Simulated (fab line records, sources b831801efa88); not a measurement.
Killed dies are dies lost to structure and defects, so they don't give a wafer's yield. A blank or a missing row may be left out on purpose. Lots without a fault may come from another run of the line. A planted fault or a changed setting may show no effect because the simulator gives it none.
A struck lot beside a sound one | flow sfq_line | 28 steps out of a route of 325
Sound: wafers L789.2, L789.3, L789.6. Struck: wafer L776.6. (L776.1, L776.2 of the same lot were not struck and are left out.) The cause comes at the end.
At each step with rows: each side's tool, then ch and its chambers, then its first start. Under that, the readings that differ: sound wafers | struck wafers | difference of the means | sigmas: that difference in standard deviations of wafers without a fault.
alike: readings whose means differ by less than 2 such deviations, and words and numbers that are the same on both sides. not compared: withheld readings, readings that some wafer has no value for, bounds like >300 that may hide the same value, and numbers for which the record gives no deviation and whose values overlap.
The two part at a step that has a row with sigmas, a row that says differs or no value, or rows on one side only. Numbers that don't overlap but have no deviation are shown without sigmas and don't part them. A reading that every wafer of one side lacks parts them only if that side has two wafers or more.

first, 6 steps without rows for these wafers: SFQ_TRILAYER_M3_LITHO_COAT_080 (resist thk 62 nm); SFQ_TRILAYER_M3_LITHO_COAT_075 (resist thk 600 nm); SFQ_TRILAYER_M3_LITHO_SOFTBAKE_079; SFQ_TRILAYER_M3_LITHO_EXPOSE_076 (exposes mask M3, target cd 500 nm); SFQ_TRILAYER_M3_LITHO_PEB_078 (peb time 60 s); SFQ_TRILAYER_M3_LITHO_DEVELOP_077 (time 60 s).
SFQ_M3_OVL_MEAS_921:
  sound on overlay-02, day 50 05:35; struck on overlay-02, day 39 16:10
  alike: M3_OVL
SFQ_TRILAYER_M3_BARC_OPEN_METAL_ETCH_100: etches BARC in O2, target depth 125 nm, time 41.7 s.
  sound on rie_metal-01 ch 1, day 50 05:38; struck on rie_metal-01 ch 0, day 39 16:12
  alike: chamber_pressure_mTorr, drypump_motor_current_A, oes_product_au, rf_fwd_power_W
  not compared: rf_hours_counter_h
then, 1 step without rows for these wafers: SFQ_TRILAYER_M3_ETCH_METAL_ETCH_078 (etches Nb in Cl2/Ar, stops on SiO2, target depth 240 nm, time 120 s).
SFQ_TRILAYER_M3_STRIP_STRIP_079: strips in O2.
  sound on rie_metal-01 ch 1, day 50 06:11; struck on rie_metal-01 ch 0, day 39 16:23
  reading                        | sound             | struck | difference | sigmas
  chamber_pressure_mTorr (mTorr) | 49.99 49.97 50.09 | 49.91  | -0.11      | -2
  alike: drypump_motor_current_A, oes_product_au, platen_temp_c
  not compared: rf_hours_counter_h
then, 1 step without rows for these wafers: SFQ_TRILAYER_M3_STRIP_SOLV_CLEAN_080 (cleans in NMP, time 600 s).
SFQ_TRILAYER_I3_DEP_PECVD_081: deposits SiO2 from SiH4/N2O, time 111.11 s, target thk 500 nm.
  sound on pecvd-03 ch 0,2, day 50 07:22; struck on pecvd-04 ch 2, day 39 17:22
  alike: heater_power_w, rf_fwd_power_W, throttle_valve_pct
SFQ_TRILAYER_I3_CMP_CMP_082: polishes SiO2.
  sound on cmp-02 ch 1,2, day 50 07:26; struck on cmp-02 ch 2, day 40 01:04
  reading                                             | sound             | struck | difference | sigmas
  model.SiO2_of_TRILAYER_I3_DEP_PECVD_081.thk_nm (nm) | 200.3 200.3 201.7 | 219.5  | +18.7      |
  alike: motor_current_A, time_to_endpoint_s
SFQ_I3_BOW_MEAS_922:
  sound on film_metro-01, day 50 10:28; struck on film_metro-04, day 40 02:04
  alike: I3_BOW
SFQ_TRILAYER_I3_METRO_MEASURE_083:
  sound on film_metro-01, day 50 10:46; struck on film_metro-04, day 40 02:11
  reading     | sound             | struck | difference | sigmas
  thk_nm (nm) | 200.3 200.2 201.6 | 219.5  | +18.8      | +20
then, 6 steps without rows for these wafers: SFQ_TRILAYER_I3_VIA_LITHO_COAT_090 (resist thk 62 nm); SFQ_TRILAYER_I3_VIA_LITHO_COAT_085 (resist thk 650 nm); SFQ_TRILAYER_I3_VIA_LITHO_SOFTBAKE_089; SFQ_TRILAYER_I3_VIA_LITHO_EXPOSE_086 (exposes mask I3, target cd 500 nm); SFQ_TRILAYER_I3_VIA_LITHO_PEB_088 (peb time 60 s); SFQ_TRILAYER_I3_VIA_LITHO_DEVELOP_087 (time 60 s).
SFQ_I3_OVL_MEAS_923:
  sound on overlay-02, day 51 05:49; struck on overlay-02, day 40 05:38
  alike: I3_OVL
SFQ_TRILAYER_I3_VIA_BARC_OPEN_VIA_ETCH_121: etches BARC in O2, target depth 125 nm, time 41.7 s.
  sound on rie_diel-03 ch 0,2, day 51 05:51; struck on rie_diel-03 ch 3, day 40 05:40
  alike: chamber_pressure_mTorr, drypump_motor_current_A, oes_product_au, rf_fwd_power_W
  not compared: rf_hours_counter_h
SFQ_TRILAYER_I3_VIA_ETCH_VIA_ETCH_088: etches SiO2 in CHF3, stops on Nb, target depth 260 nm.
  sound on rie_diel-03 ch 0,2, day 51 05:53; struck on rie_diel-03 ch 3, day 40 05:43
  reading                        | sound             | struck | difference | sigmas
  oes_product_au (a.u.)          | 0.851 0.850 0.866 | 0.902  | +0.046     | +8
  model.I3.feature_depth_nm (nm) | 200.3 200.3 201.7 | 219.5  | +18.7      |
  model.etch.depth_nm (nm)       | 200.3 200.3 201.7 | 219.5  | +18.7      |
  alike: chamber_pressure_mTorr, drypump_motor_current_A, rf_fwd_power_W
then, 2 steps without rows for these wafers: SFQ_TRILAYER_I3_VIA_STRIP_STRIP_089 (strips in O2); SFQ_TRILAYER_I3_VIA_STRIP_SOLV_CLEAN_090 (cleans in NMP, time 600 s).
SFQ_TRILAYER_M4_DEP_PRE_CLEAN_092: time 22.5 s.
  sound on pvd_sputter-04, day 51 07:33; struck on pvd_sputter-03, day 40 06:36
  reading                                             | sound             | struck | difference | sigmas
  model.SiO2_of_TRILAYER_I3_DEP_PECVD_081.thk_nm (nm) | 192.8 192.8 194.2 | 212    | +19        |
SFQ_TRILAYER_M4_DEP_SPUTTER_091: material Nb, target thk 200 nm, time 133.3 s.
  sound on pvd_sputter-04, day 51 07:35; struck on pvd_sputter-03, day 40 06:38
  alike: substrate_temp_c, throttle_valve_pct

WHERE THEY PART
First at SFQ_TRILAYER_M3_STRIP_STRIP_079; last, within this record, at SFQ_TRILAYER_I3_VIA_ETCH_VIA_ETCH_088. Later steps at which nothing parts them and some readings are alike: SFQ_TRILAYER_M4_DEP_SPUTTER_091.

WHY: what the simulator had put in
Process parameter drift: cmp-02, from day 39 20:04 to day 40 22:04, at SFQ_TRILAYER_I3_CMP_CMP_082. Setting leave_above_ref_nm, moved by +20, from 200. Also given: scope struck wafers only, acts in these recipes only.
